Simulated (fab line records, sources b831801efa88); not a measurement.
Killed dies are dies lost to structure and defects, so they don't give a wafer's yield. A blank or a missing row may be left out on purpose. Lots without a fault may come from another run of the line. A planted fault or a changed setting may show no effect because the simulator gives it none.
fab line records | flow sky130
record lots=6 wafers=18 last_day=50
route steps=708 shown NWELL@66 PWDE@84 VT_ADJUST_HVTP@85 VT_ADJUST_LVTN@97 PAD_OPEN@708
lots that met no fault: from a run of the same line without faults
start_h: hours from the record's first day to the start of the lot's first wafer shown | wait_h: hours since the lot's step before | " the same as in the row above | L1.1+2: a row that stands for several wafers | - no value, or no start given | * or withheld: withheld | < > ~ a bound
route shown NAME@n: a module of which the file shows steps, and the number in the route of the first | usual: mean/standard deviation of fault-free wafers | same: alike in all rows | chamber/n: place in a boat | sites: the reading at each site | _std_site: their standard deviation | _edge_site: outer sites' mean less inner sites' | radius_mm: how far each site lies from the wafer's centre | mask NAME#n: copy n | behind: the tool/chamber that last shaped the wafer | hold: why the lot was held/for how many hours/how that ended | device: the transistor (n, p or np) that didn't switch | end of line: the same wafers' tests at the end of the route | a step without rows: its recipe alone | killed: dies lost to structure and defects at the first sort, not the wafer's yield | map: a wafer's dies, x killed, . not, _ none there
set.NAME: the setting as run; set.NAME@STEP: as run at that earlier step | model.NAME: the simulator's own value behind a step, which no gauge read
lots at some steps of the route; a table a step, a row a wafer
services: from which hour (start_h, from the record's first day; less than 0 if before it) a tool's chamber was out of use, for how many hours, and why
## steps
# step SKY_NWELL_IMPLANT_13
# recipe species=P energy_kev=50 dose_cm2=7e+11 tilt_deg=withheld
# step SKY_NWELL_STRIP_14
# recipe chemistry=O2/N2 power_w=1400 pressure_mtorr=1500 platen_temp_c=withheld o2_flow_sccm=3000 n2_flow_sccm=300 overash_fraction=0.5
# usual drypump_motor_current_A=6.1/0.49 oes_product_au=0.722/0.005 strip_time_to_endpoint_s=36.90/0.094
# same overash_fraction=0.5
# columns lot.wafer tool chamber start_h wait_h drypump_motor_current_A oes_product_au rf_hours_counter_h strip_time_to_endpoint_s
L914.1 plasma_asher-04 1 100.43 0.2 6.0 0.721 29 36.69
L914.5 " 0 " " 6.5 0.723 - 36.78
L914.6 " 1 " " 6.0 0.718 - 36.69
L918.1 plasma_asher-04 1 121.62 0.1 6.0 0.717 32 36.73
L918.2 " 0 " " 6.5 0.724 32 36.65
L918.5 " 0 " " 6.5 0.723 - 36.80
L919.1 plasma_asher-02 1 131.77 0.1 6.6 0.723 1 37.05
L919.3 " 0 " " 5.1 0.719 - 36.91
L919.6 " 1 " " 6.6 0.718 - 37.07
L924.2 plasma_asher-02 1 157.66 0.1 6.6 0.717 4 36.88
L924.3 " 0 " " 5.1 0.727 - 36.81
L924.4 " 1 " " 6.6 0.727 - 36.89
L929.1 plasma_asher-04 0 185.76 0.1 6.6 0.715 38 36.91
L929.5 " 1 " " 6.0 0.718 - 36.88
L929.6 " 0 " " 6.5 0.720 - 36.92
L933.3 plasma_asher-02 0 212.29 0.1 5.1 0.722 - 36.94
L933.4 " 1 " " 6.6 0.724 - 36.91
L933.6 " 0 " " 5.1 0.720 - 36.90
# step SKY_NWELL_TW_MEAS_15
# usual NWELL_TW=1828/12
# columns lot.wafer tool chamber start_h wait_h NWELL_TW
L914.1 film_metro-04 - 100.53 0.1 1847
L914.5 " - " " 1841
L914.6 " - " " 1838
L918.1 film_metro-01 - 121.72 0.1 1814
L918.2 " - " " 1822
L918.5 " - " " 1814
L919.1 film_metro-01 - 131.87 0.1 1830
L919.3 " - " " 1822
L919.6 " - " " 1816
L924.2 film_metro-04 - 157.77 0.1 1841
L924.3 " - " " 1842
L924.4 " - " " 1838
L929.1 film_metro-03 - 185.86 0.1 1805
L929.5 " - " " 1817
L929.6 " - " " 1810
L933.3 film_metro-03 - 212.38 0.1 1823
L933.4 " - " " 1816
L933.6 " - " " 1823
# step SKY_NWELL_DEHYDRATE_16
# recipe temp_c=200 time_s=60
# step SKY_NWELL_HMDS_17
# recipe prime_time_s=60 prime_temp_c=120
# step SKY_NWELL_COAT_18
# recipe spin_rpm=2000 resist_thk_nm=3000
# step SKY_NWELL_SOFTBAKE_19
# recipe temp_c=110 time_s=withheld
# step SKY_NWELL_EXPOSE_20
# recipe mask_id=NWM_COMPLEMENT na=0.6 source_shape=conventional sigma_outer=0.6 polarization=unpolarized target_cd_nm=840 dose_mj=260
# step SKY_NWELL_PEB_21
# recipe temp_c=115 time_s=withheld
# step SKY_NWELL_DEVELOP_22
# recipe wall_angle_deg=90 developer=TMAH develop_time_s=60 dev_temp_c=23
# step SKY_NWELL_OVL_MEAS_23
# usual NWELL_01_OVL=0.5/1.2
# columns lot.wafer tool chamber start_h wait_h NWELL_01_OVL[nm]
L914.1 overlay-02 - 118.20 - 2.5
L914.5 " - " " 1.8
L914.6 " - " " 0.7
L918.1 overlay-01 - 139.88 - 1.5
L918.2 " - " " 0.3
L918.5 " - " " 0.5
L919.1 overlay-01 - 151.37 - 1.6
L919.3 " - " " 1.9
L919.6 " - " " -1.3
L924.2 overlay-02 - 178.85 - 0.7
L924.3 " - " " 1.2
L924.4 " - " " 1.4
L929.1 overlay-02 - 206.18 - 2.2
L929.5 " - " " 1.4
L929.6 " - " " 0.2
L933.3 overlay-02 - 235.09 - 2.0
L933.4 " - " " 0.7
L933.6 " - " " 1.0
# step SKY_NWELL_IMPLANT_24
# recipe species=B energy_kev=140 dose_cm2=9.2e+12 tilt_deg=withheld
# step SKY_NWELL_STRIP_25
# recipe chemistry=O2/N2 power_w=1400 pressure_mtorr=1500 platen_temp_c=withheld o2_flow_sccm=3000 n2_flow_sccm=300 overash_fraction=0.5
# usual drypump_motor_current_A=6.0/0.57 oes_product_au=0.722/0.0045 strip_time_to_endpoint_s=36.87/0.083
# same overash_fraction=0.5
# columns lot.wafer tool chamber start_h wait_h drypump_motor_current_A oes_product_au rf_hours_counter_h strip_time_to_endpoint_s
L914.1 plasma_asher-02 0 118.38 0.1 5.1 0.718 0 36.90
L914.5 " 1 " " 6.6 0.725 - 36.87
L914.6 " 0 " " 5.1 0.718 - 36.85
L918.1 plasma_asher-01 0 140.07 0.1 6.5 0.722 43 36.97
L918.2 " 1 " " 5.7 0.723 43 36.81
L918.5 " 1 " " 5.7 0.725 - 36.85
L919.1 plasma_asher-02 0 151.56 0.1 5.1 0.720 3 36.91
L919.3 " 1 " " 6.7 0.721 - 36.97
L919.6 " 1 " " 6.6 0.726 - 36.85
L924.2 plasma_asher-04 0 179.03 0.1 6.6 0.723 37 36.99
L924.3 " 1 " " 6.0 0.725 - 36.99
L924.4 " 0 " " 6.5 0.725 - 36.99
L929.1 plasma_asher-04 0 206.52 0.2 6.5 0.722 40 36.94
L929.5 " 1 " " 6.0 0.719 - 36.90
L929.6 " 0 " " 6.5 0.728 - 36.90
L933.3 plasma_asher-04 1 235.30 0.1 6.0 0.721 - 36.60
L933.4 " 0 " " 6.5 0.725 - 36.65
L933.6 " 0 " " 6.5 0.724 - 36.70
# step SKY_NWELL_TW_MEAS_26
# usual NWELL_2_TW=498/3.5
# columns lot.wafer tool chamber start_h wait_h NWELL_2_TW
L914.1 film_metro-01 - 118.48 0.1 496
L914.5 " - " " 498
L914.6 " - " " 494
L918.1 film_metro-04 - 140.17 0.1 501
L918.2 " - " " 501
L918.5 " - " " 503
L919.1 film_metro-01 - 151.66 0.1 495
L919.3 " - " " 498
L919.6 " - " " 501
L924.2 film_metro-03 - 179.14 0.1 491
L924.3 " - " " 495
L924.4 " - " " 493
L929.1 film_metro-01 - 206.62 0.1 497
L929.5 " - " " 497
L929.6 " - " " 497
L933.3 film_metro-01 - 235.39 0.1 493
L933.4 " - " " 494
L933.6 " - " " 497
# step SKY_NWELL_CLEAN_27
# recipe chemistry=SC1/SC2 mix=1:4:20 temp_c=70 time_s=150 dry=n2_spin
# step SKY_NWELL_RTA_28
# recipe temp_c=1050 time_s=30 idle_temp_c=650 ramp_up_c_per_s=150 ramp_down_c_per_s=90 ambient=N2
# usual lamp_power_pct=25.30/0.051 wafer_temp_C_max=1054.8/0.95
# columns lot.wafer tool chamber start_h wait_h lamp_power_pct wafer_temp_C_max
L914.1 rtp_anneal-01 0 118.59 0.0 25.37 1056.0
L914.5 " 0 " " 25.33 1057.0
L914.6 " 0 " " 25.30 1053.6
L918.1 rtp_anneal-01 0 140.28 0.0 25.31 1053.6
L918.2 " 0 " " 25.25 1055.0
L918.5 " 0 " " 25.23 1055.7
L919.1 rtp_anneal-01 0 151.77 0.0 25.34 1056.0
L919.3 " 0 " " 25.23 1055.6
L919.6 " 0 " " 25.32 1055.6
L924.2 rtp_anneal-01 0 179.26 0.0 25.30 1055.4
L924.3 " 0 " " 25.26 1053.8
L924.4 " 0 " " 25.34 1054.9
L929.1 rtp_anneal-02 0 206.73 0.0 25.27 1055.8
L929.5 " 0 " " 25.21 1054.0
L929.6 " 0 " " 25.34 1054.4
L933.3 rtp_anneal-02 0 235.51 0.0 25.27 1053.6
L933.4 " 0 " " 25.30 1054.1
L933.6 " 0 " " 25.29 1053.4
# step SKY_NWELL_RS_MEAS_29
# recipe thk_meas_gauge=four-point-probe
# usual NWELL_RS=625.4/1.7
# columns lot.wafer tool chamber start_h wait_h NWELL_RS[ohm/sq]
L914.1 film_metro-03 - 118.69 0.1 625.9
L914.5 " - " " 625.2
L914.6 " - " " 624.6
L918.1 film_metro-03 - 140.38 0.1 626.8
L918.2 " - " " 626.8
L918.5 " - " " 629.0
L919.1 film_metro-03 - 151.87 0.1 625.5
L919.3 " - " " 624.2
L919.6 " - " " 623.8
L924.2 film_metro-04 - 179.37 0.1 626.8
L924.3 " - " " 624.8
L924.4 " - " " 624.0
L929.1 film_metro-04 - 206.83 0.1 624.9
L929.5 " - " " 624.1
L929.6 " - " " 622.3
L933.3 film_metro-04 - 235.62 0.1 623.8
L933.4 " - " " 623.3
L933.6 " - " " 625.8
# step SKY_NWELL_RS_MEAS_31
# recipe thk_meas_gauge=four-point-probe
# usual PWDE_RS=5286/17
# columns lot.wafer tool chamber start_h wait_h PWDE_RS[ohm/sq]
L914.1 film_metro-03 - 118.93 0.1 5315
L914.5 " - " " 5308
L914.6 " - " " 5323
L918.1 film_metro-03 - 140.62 0.1 5248
L918.2 " - " " 5269
L918.5 " - " " 5265
L919.1 film_metro-03 - 152.11 0.1 5285
L919.3 " - " " 5309
L919.6 " - " " 5291
L924.2 film_metro-04 - 179.61 0.1 5258
L924.3 " - " " 5298
L924.4 " - " " 5262
L929.1 film_metro-04 - 207.07 0.1 5293
L929.5 " - " " 5267
L929.6 " - " " 5284
L933.3 film_metro-04 - 235.86 0.1 5283
L933.4 " - " " 5297
L933.6 " - " " 5292
# step SKY_VT_ADJUST_HVTP_DEHYDRATE_00
# recipe temp_c=200 time_s=60
# step SKY_VT_ADJUST_HVTP_HMDS_01
# recipe prime_time_s=60 prime_temp_c=120
# step SKY_VT_ADJUST_HVTP_COAT_02
# recipe resist=NOVOLAK spin_rpm=3000 resist_thk_nm=1140
# step SKY_VT_ADJUST_HVTP_SOFTBAKE_03
# recipe temp_c=90 time_s=60 resist=NOVOLAK
# step SKY_VT_ADJUST_HVTP_EXPOSE_04
# recipe mask_id=HVTPM na=0.6 source_shape=conventional sigma_outer=0.6 polarization=unpolarized target_cd_nm=380 dose_mj=140
# step SKY_VT_ADJUST_HVTP_PEB_05
# recipe temp_c=withheld time_s=* resist=NOVOLAK
# step SKY_VT_ADJUST_HVTP_DEVELOP_06
# recipe resist=NOVOLAK developer=TMAH develop_time_s=60 dev_temp_c=23
# step SKY_VT_ADJUST_HVTP_CD_MEAS_07
# recipe target_cd_nm=380
# usual cd_nm=380.1/2.3
# columns lot.wafer tool chamber start_h wait_h cd_nm
L914.1 cd_sem-01 - 137.75 0.2 382.1
L914.5 " - " " 385.2
L914.6 " - " " 385.1
L918.1 cd_sem-02 - 160.70 0.1 382.0
L918.2 " - " " 380.7
L918.5 " - " " 379.2
L919.1 cd_sem-02 - 172.67 0.1 378.8
L919.3 " - " " 376.6
L919.6 " - " " 378.5
L924.2 cd_sem-02 - 200.42 0.1 381.5
L924.3 " - " " 380.4
L924.4 " - " " 382.1
L929.1 cd_sem-01 - 230.35 0.1 378.5
L929.5 " - " " 378.4
L929.6 " - " " 378.1
L933.3 cd_sem-01 - 260.29 0.1 376.8
L933.4 " - " " 379.1
L933.6 " - " " 376.2
# step SKY_VT_ADJUST_HVTP_OVL_MEAS_08
# usual VT_ADJUST_HVTP_OVL=-0.5/1.6
# columns lot.wafer tool chamber start_h wait_h VT_ADJUST_HVTP_OVL[nm]
L914.1 overlay-01 - 137.87 0.1 -2.0
L914.5 " - " " -2.6
L914.6 " - " " -3.9
L918.1 overlay-02 - 160.82 0.1 -1.2
L918.2 " - " " -1.8
L918.5 " - " " -1.1
L919.1 overlay-02 - 172.79 0.1 -0.4
L919.3 " - " " -0.3
L919.6 " - " " -0.7
L924.2 overlay-02 - 200.52 0.1 -1.7
L924.3 " - " " -0.2
L924.4 " - " " -1.9
L929.1 overlay-02 - 230.47 0.1 -1.2
L929.5 " - " " -2.3
L929.6 " - " " -1.2
L933.3 overlay-02 - 260.38 0.1 -0.9
L933.4 " - " " 2.8
L933.6 " - " " -0.6
# step SKY_VT_ADJUST_HVTP_IMPLANT_09
# recipe species=As energy_kev=150 dose_cm2=4.3e+12 tilt_deg=withheld
# step SKY_VT_ADJUST_HVTP_STRIP_10
# recipe chemistry=O2/N2 power_w=1400 pressure_mtorr=1500 platen_temp_c=withheld o2_flow_sccm=3000 n2_flow_sccm=300 overash_fraction=0.5
# usual drypump_motor_current_A=6.0/0.54 oes_product_au=0.715/0.0046 strip_time_to_endpoint_s=14.19/0.038
# same overash_fraction=0.5
# columns lot.wafer tool chamber start_h wait_h drypump_motor_current_A oes_product_au rf_hours_counter_h strip_time_to_endpoint_s
L914.1 plasma_asher-02 1 138.06 0.1 6.6 0.712 2 14.20
L914.5 " 1 " " 6.6 0.708 - 14.19
L914.6 " 0 " " 5.1 0.712 - 14.19
L918.1 plasma_asher-01 1 161.00 0.1 5.7 0.719 45 14.22
L918.2 " 0 " " 6.5 0.718 45 14.18
L918.5 " 1 " " 5.7 0.719 - 14.23
L919.1 plasma_asher-02 0 172.98 0.1 5.1 0.718 5 14.19
L919.3 " 1 " " 6.6 0.709 - 14.18
L919.6 " 0 " " 5.1 0.714 - 14.18
L924.2 plasma_asher-03 0 200.70 0.1 6.1 0.709 52 14.20
L924.3 " 1 " " 5.8 0.722 - 14.19
L924.4 " 0 " " 6.0 0.714 - 14.21
L929.1 plasma_asher-02 0 230.66 0.1 5.1 0.713 11 14.14
L929.5 " 0 " " 5.1 0.717 - 14.14
L929.6 " 1 " " 6.6 0.718 - 14.19
L933.3 plasma_asher-02 1 260.59 0.1 6.6 0.714 - 14.20
L933.4 " 0 " " 5.1 0.721 - 14.20
L933.6 " 1 " " 6.7 0.718 - 14.19
# step SKY_VT_ADJUST_HVTP_TW_MEAS_11
# usual VT_ADJUST_HVTP_TW=1361/8.6
# columns lot.wafer tool chamber start_h wait_h VT_ADJUST_HVTP_TW
L914.1 film_metro-01 - 138.16 0.1 1352
L914.5 " - " " 1354
L914.6 " - " " 1356
L918.1 film_metro-02 - 161.10 0.1 1356
L918.2 " - " " 1359
L918.5 " - " " 1357
L919.1 film_metro-02 - 173.08 0.1 1366
L919.3 " - " " 1360
L919.6 " - " " 1358
L924.2 film_metro-04 - 200.81 0.1 1384
L924.3 " - " " 1370
L924.4 " - " " 1380
L929.1 film_metro-02 - 230.76 0.1 1355
L929.5 " - " " 1354
L929.6 " - " " 1356
L933.3 film_metro-04 - 260.67 0.1 1381
L933.4 " - " " 1374
L933.6 " - " " 1377
# step SKY_VT_ADJUST_LVTN_DEHYDRATE_00
# recipe temp_c=200 time_s=60
# step SKY_VT_ADJUST_LVTN_HMDS_01
# recipe prime_time_s=60 prime_temp_c=120
# step SKY_VT_ADJUST_LVTN_COAT_02
# recipe spin_rpm=2000 resist_thk_nm=3000
# step SKY_VT_ADJUST_LVTN_SOFTBAKE_03
# recipe temp_c=110 time_s=withheld
# step SKY_VT_ADJUST_LVTN_EXPOSE_04
# recipe mask_id=NWM_COMPLEMENT_LESS_NATIVE na=0.6 source_shape=conventional sigma_outer=0.6 polarization=unpolarized target_cd_nm=840 dose_mj=194
# step SKY_VT_ADJUST_LVTN_PEB_05
# recipe temp_c=115 time_s=withheld
# step SKY_VT_ADJUST_LVTN_DEVELOP_06
# recipe wall_angle_deg=90 developer=TMAH develop_time_s=60 dev_temp_c=23
# step SKY_VT_ADJUST_LVTN_OVL_MEAS_07
# usual VT_ADJUST_LVTN_OVL=-0.2/1.2
# columns lot.wafer tool chamber start_h wait_h VT_ADJUST_LVTN_OVL[nm]
L914.1 overlay-02 - 158.15 - -0.5
L914.5 " - " " 1.2
L914.6 " - " " -0.6
L918.1 overlay-02 - 181.40 - 0.1
L918.2 " - " " -0.2
L918.5 " - " " 1.0
L919.1 overlay-02 - 193.50 - -0.2
L919.3 " - " " -0.2
L919.6 " - " " -1.1
L924.2 overlay-01 - 223.88 - 1.2
L924.3 " - " " -0.2
L924.4 " - " " 0.6
L929.1 overlay-02 - 254.80 - -0.9
L929.5 " - " " 0.6
L929.6 " - " " 0.7
L933.3 overlay-02 - 285.23 - -0.1
L933.4 " - " " -0.4
L933.6 " - " " 1.3
# step SKY_VT_ADJUST_LVTN_IMPLANT_08
# recipe species=B energy_kev=30 dose_cm2=1.57e+12 tilt_deg=withheld
# step SKY_VT_ADJUST_LVTN_STRIP_09
# recipe chemistry=O2/N2 power_w=1400 pressure_mtorr=1500 platen_temp_c=withheld o2_flow_sccm=3000 n2_flow_sccm=300 overash_fraction=0.5
# usual drypump_motor_current_A=6.0/0.43 oes_product_au=0.722/0.0047 strip_time_to_endpoint_s=36.89/0.11
# same overash_fraction=0.5
# columns lot.wafer tool chamber start_h wait_h drypump_motor_current_A oes_product_au rf_hours_counter_h strip_time_to_endpoint_s
L914.1 plasma_asher-03 1 158.34 0.1 5.7 0.722 48 37.02
L914.5 " 1 " " 5.7 0.717 - 36.91
L914.6 " 0 " " 6.0 0.723 - 36.92
L918.1 plasma_asher-03 0 181.59 0.1 6.1 0.724 50 36.91
L918.2 " 1 " " 5.8 0.720 50 36.88
L918.5 " 0 " " 6.1 0.724 - 36.87
L919.1 plasma_asher-04 0 193.69 0.1 6.5 0.727 38 37.08
L919.3 " 1 " " 6.0 0.726 - 37.01
L919.6 " 1 " " 6.0 0.724 - 37.05
L924.2 plasma_asher-04 1 224.06 0.1 6.0 0.718 41 36.74
L924.3 " 0 " " 6.5 0.716 - 36.83
L924.4 " 1 " " 6.0 0.725 - 36.77
L929.1 plasma_asher-03 0 254.99 0.1 6.0 0.728 58 36.71
L929.5 " 1 " " 5.7 0.724 - 36.87
L929.6 " 0 " " 6.0 0.717 - 36.73
L933.3 plasma_asher-04 0 285.44 0.1 6.5 0.724 - 36.84
L933.4 " 1 " " 6.0 0.722 - 36.95
L933.6 " 1 " " 6.0 0.723 - 36.98
# step SKY_VT_ADJUST_LVTN_TW_MEAS_10
# usual VT_ADJUST_LVTN_TW=242.7/1.7
# columns lot.wafer tool chamber start_h wait_h VT_ADJUST_LVTN_TW
L914.1 film_metro-04 - 158.44 0.1 244.8
L914.5 " - " " 242.4
L914.6 " - " " 243.5
L918.1 film_metro-03 - 181.69 0.1 240.7
L918.2 " - " " 240.2
L918.5 " - " " 240.5
L919.1 film_metro-04 - 193.79 0.1 245.2
L919.3 " - " " 244.1
L919.6 " - " " 245.3
L924.2 film_metro-04 - 224.17 0.1 242.9
L924.3 " - " " 244.0
L924.4 " - " " 243.7
L929.1 film_metro-04 - 255.09 0.1 244.9
L929.5 " - " " 245.6
L929.6 " - " " 244.7
L933.3 film_metro-04 - 285.53 0.1 243.5
L933.4 " - " " 241.3
L933.6 " - " " 241.4
# step SKY_PAD_OPEN_PROBE_99
# usual killed_at_M0_to_M3=43/7.3 killed_at_M4_up=3.2/1.9 killed_at_contacts=25/5.4 killed_at_front_end=16/4.4 killed_at_other=0.4/0.66 killed_dies=87/11 killed_open=48/7.9 killed_short=39/6.5
# same gross_dies=492 killed_at_back_side=0
# columns lot.wafer tool chamber start_h wait_h killed_at_M0_to_M3 killed_at_M4_up killed_at_contacts killed_at_front_end killed_at_other killed_dies killed_open killed_short
L914.1 prober-02 - 1102.78 0.1 41 4 26 13 1 85 49 36
L914.5 prober-02 - 1102.98 0.2 47 3 21 20 0 91 52 39
L914.6 prober-02 - 1103.03 0.2 46 3 16 18 1 84 47 37
L918.1 prober-02 - 1129.66 0.1 42 5 33 16 0 96 62 34
L918.2 prober-02 - 1129.71 0.1 48 2 28 12 0 90 55 35
L918.5 prober-02 - 1129.86 0.2 39 5 32 17 0 93 44 49
L919.1 prober-01 - 1140.42 0.1 40 1 24 17 0 82 45 37
L919.3 prober-01 - 1140.52 0.2 52 1 17 18 0 88 47 41
L919.6 prober-01 - 1140.67 0.2 59 5 26 15 0 105 63 42
L924.2 prober-02 - 1165.55 0.1 46 4 26 17 0 93 45 48
L924.3 prober-02 - 1165.60 0.2 50 6 22 21 0 99 57 42
L924.4 prober-02 - 1165.65 0.2 35 4 35 27 0 101 59 41
L929.1 prober-01 - 1185.49 0.1 44 4 28 56 0 132 51 35
L929.5 prober-01 - 1185.69 0.2 47 4 31 28 1 111 67 44
L929.6 prober-01 - 1185.74 0.2 28 2 22 65 0 117 36 24
L933.3 prober-01 - 1205.05 0.2 41 5 15 15 1 77 43 34
L933.4 prober-01 - 1205.10 0.2 52 8 31 69 0 160 58 50
L933.6 prober-01 - 1205.20 0.2 38 1 22 73 1 135 41 40
# killed by level:class
L914.1 LI_CONTACT:geometric_particle:open=11 VIA1:geometric_particle:open=8 METAL2:geometric_particle:short=6 VIA2:geometric_particle:open=6 VIA3:geometric_particle:open=6 LOCAL_INTERCONNECT:geometric_particle:short=5 CONTACT:geometric_particle:open=5 FIELD_ISO:geometric_particle:short=4
L914.5 POLY_GATE:geometric_particle:open=10 CONTACT:geometric_particle:open=8 LOCAL_INTERCONNECT:geometric_particle:short=7 VIA1:geometric_particle:open=7 METAL2:geometric_particle:short=7 VIA2:geometric_particle:open=7 VIA3:geometric_particle:open=7 LI_CONTACT:geometric_particle:open=4
L914.6 VIA2:geometric_particle:open=11 VIA3:geometric_particle:open=9 FIELD_ISO:geometric_particle:open=6 FIELD_ISO:geometric_particle:short=5 METAL2:geometric_particle:short=5 CONTACT:geometric_particle:open=5 VIA1:geometric_particle:open=5 CONTACT:geometric_particle:short=4
L918.1 CONTACT:geometric_particle:open=20 VIA1:geometric_particle:open=12 VIA2:geometric_particle:open=9 LI_CONTACT:geometric_particle:open=7 METAL1:geometric_particle:short=6 FIELD_ISO:geometric_particle:open=5 FIELD_ISO:geometric_particle:short=4 METAL4:geometric_particle:short=4
L918.2 VIA1:geometric_particle:open=18 LI_CONTACT:geometric_particle:open=12 CONTACT:geometric_particle:short=7 CONTACT:geometric_particle:open=7 METAL1:geometric_particle:short=5 METAL2:geometric_particle:short=5 VIA1:geometric_particle:short=4 METAL2:geometric_particle:open=4
L918.5 CONTACT:geometric_particle:open=11 LI_CONTACT:geometric_particle:open=9 VIA1:geometric_particle:short=9 VIA1:geometric_particle:open=8 METAL2:geometric_particle:short=7 FIELD_ISO:geometric_particle:short=6 CONTACT:geometric_particle:short=6 FIELD_ISO:geometric_particle:open=4
L919.1 VIA1:geometric_particle:open=10 CONTACT:geometric_particle:open=9 LI_CONTACT:geometric_particle:open=8 METAL2:geometric_particle:short=6 POLY_GATE:geometric_particle:open=5 METAL1:geometric_particle:short=5 FIELD_ISO:geometric_particle:short=4 METAL3:geometric_particle:short=4
L919.3 VIA1:geometric_particle:open=14 POLY_GATE:geometric_particle:short=8 CONTACT:geometric_particle:open=8 VIA1:geometric_particle:short=8 METAL1:geometric_particle:short=7 POLY_GATE:geometric_particle:open=6 METAL2:geometric_particle:short=6 VIA2:geometric_particle:open=6
L919.6 VIA2:geometric_particle:open=13 VIA1:geometric_particle:open=13 CONTACT:geometric_particle:open=10 LI_CONTACT:geometric_particle:open=9 VIA1:geometric_particle:short=9 VIA3:geometric_particle:open=7 METAL1:geometric_particle:short=5 CONTACT:geometric_particle:short=5
L924.2 CONTACT:geometric_particle:open=10 VIA3:geometric_particle:open=7 FIELD_ISO:geometric_particle:open=6 METAL2:geometric_particle:short=6 VIA1:geometric_particle:open=6 CONTACT:geometric_particle:short=6 METAL3:geometric_particle:short=6 VIA1:geometric_particle:short=6
L924.3 VIA1:geometric_particle:open=11 VIA2:geometric_particle:open=9 POLY_GATE:geometric_particle:short=7 LI_CONTACT:geometric_particle:open=7 VIA3:geometric_particle:open=7 POLY_GATE:geometric_particle:open=6 CONTACT:geometric_particle:open=6 CONTACT:geometric_particle:short=5
L924.4 FIELD_ISO:geometric_particle:open=11 CONTACT:geometric_particle:open=11 LOCAL_INTERCONNECT:geometric_particle:short=10 FIELD_ISO:geometric_particle:short=7 LI_CONTACT:geometric_particle:open=7 VIA2:geometric_particle:open=7 VIA3:geometric_particle:open=7 POLY_GATE:geometric_particle:open=5
L929.1 NWELL:unspecified=46 VIA1:geometric_particle:open=12 CONTACT:geometric_particle:open=10 METAL1:geometric_particle:short=8 LI_CONTACT:geometric_particle:open=7 METAL2:geometric_particle:short=6 LOCAL_INTERCONNECT:geometric_particle:short=4 VIA2:geometric_particle:open=4
L929.5 CONTACT:geometric_particle:open=14 VIA2:geometric_particle:open=14 VIA1:geometric_particle:open=12 FIELD_ISO:geometric_particle:short=11 LI_CONTACT:geometric_particle:open=9 FIELD_ISO:geometric_particle:open=6 POLY_GATE:geometric_particle:short=6 METAL1:geometric_particle:short=5
L929.6 NWELL:unspecified=56 VIA1:geometric_particle:open=10 LI_CONTACT:geometric_particle:open=8 CONTACT:geometric_particle:open=5 POLY_GATE:geometric_particle:open=4 LOCAL_INTERCONNECT:geometric_particle:short=4 CONTACT:geometric_particle:short=3 METAL1:geometric_particle:short=3
L933.3 VIA1:geometric_particle:open=10 VIA3:geometric_particle:open=8 LI_CONTACT:geometric_particle:open=6 METAL1:geometric_particle:short=5 FIELD_ISO:geometric_particle:short=4 POLY_GATE:geometric_particle:open=4 POLY_GATE:geometric_particle:short=4 METAL2:geometric_particle:short=4
L933.4 NWELL:unspecified=52 CONTACT:geometric_particle:open=15 VIA3:geometric_particle:open=9 METAL1:geometric_particle:short=8 VIA1:geometric_particle:short=8 CONTACT:geometric_particle:short=7 FIELD_ISO:geometric_particle:open=6 VIA1:geometric_particle:open=6
L933.6 NWELL:unspecified=53 VIA1:geometric_particle:open=9 CONTACT:geometric_particle:short=7 METAL1:geometric_particle:short=6 VIA2:geometric_particle:open=6 FIELD_ISO:geometric_particle:open=5 CONTACT:geometric_particle:open=5 METAL2:geometric_particle:short=5
# map L929.1 (x killed, . not)
__________.x......x._________
________.......x.xxxx._______
______..........xxxxxxx._____
_____..x.....x..xxxxxxxxx____
____....x.....xxxxxxxxx...___
___......xx....xxxxxxxx....__
__............xxxxxxxxx....._
_..x.x.x.x.xx..xx.xxxx.....x.
_x........x...xx..x.x......x.
_...xx....x..x.........x..x..
_..........x............x....
_..x.xx......................
_.......xx..x.x.x......x.x.x.
_x..xx............xx.........
_....x........x..xx....xxx...
__.....x..x..x........x.x..._
___....x.x.................__
____.x.x.....x.x..x.......___
_____...x......x.....x.x.____
______.x.......xx..x.x.._____
________........x..xx._______
__________....x..xx._________
# map L933.4 (x killed, . not)
__________x......x.._________
________.....x...xxxxx_______
______x.....x...xxxxxxxx_____
_____x.....x..xxxxxxxxxx.____
____x..xx....xxxxxxxxxx.x.___
___.x..x....xxxxxxxxxxxxx.x__
__....x........xxxxxxxxx..xx_
_.xx....x.x...xx.xxxx..x..x..
_.x.........x....x.xxxx..x...
_x...x...x.....xxx.....x.x...
_.....x..xx.....xx.xx..x..x..
_.........x...x..x..x........
_...x..x.x...x..x.x..x..x.x..
_...........x..x..x...x.xxx.x
_..x...x......x...x..x.x....x
__.....x....x..............._
___..x.x.......xxx.........__
____.......x.......x......___
_____..x...x...x..x....xx____
______x.........xx......_____
________x...x..x.....x_______
__________....x....._________
## services
# columns tool chamber start_h hours kind
plasma_asher-02 - 108.75 9.0 pm
plasma_asher-02 0 108.75 9.0 vent_cycle
plasma_asher-02 1 108.75 9.0 vent_cycle
plasma_asher-02 0 117.75 - clean
plasma_asher-02 1 117.75 - clean
plasma_asher-04 - 126.98 0.7 repair
rtp_anneal-01 - 136.13 3.4 pm
plasma_asher-04 - 145.75 2.8 pm
plasma_asher-02 - 219.84 0.4 repair
plasma_asher-04 - 253.11 1.2 repair
plasma_asher-01 - 267.08 24.0 pm
## key
first_sign step=SKY_PAD_OPEN_PROBE_99 reading=killed_at_front_end direction=up sigmas=12 usual=16 struck=66
effect step=SKY_PAD_OPEN_PROBE_99 reading=killed_dies direction=up sigmas=4.5 usual=87 struck=136
met_at SKY_NWELL_STRIP_25
struck_wafers L929.1,L929.6,L933.4,L933.6
tester_left_out L929,L933
onset_between 179.03 206.52
fault kind=chamber_particle_source tool=plasma_asher-04 chamber=0 onset_h=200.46 steps=SKY_NWELL_STRIP_25 rate_per_visit_cm2=0.9465 end_h=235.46
# tester_left_out: of these lots the tester's yield and bins aren't shown, on N5 and GAA mostly nor the transistor test; their killed dies are dies lost to structure and defects alone, not to doping, threshold or leakage, so they don't give the yield
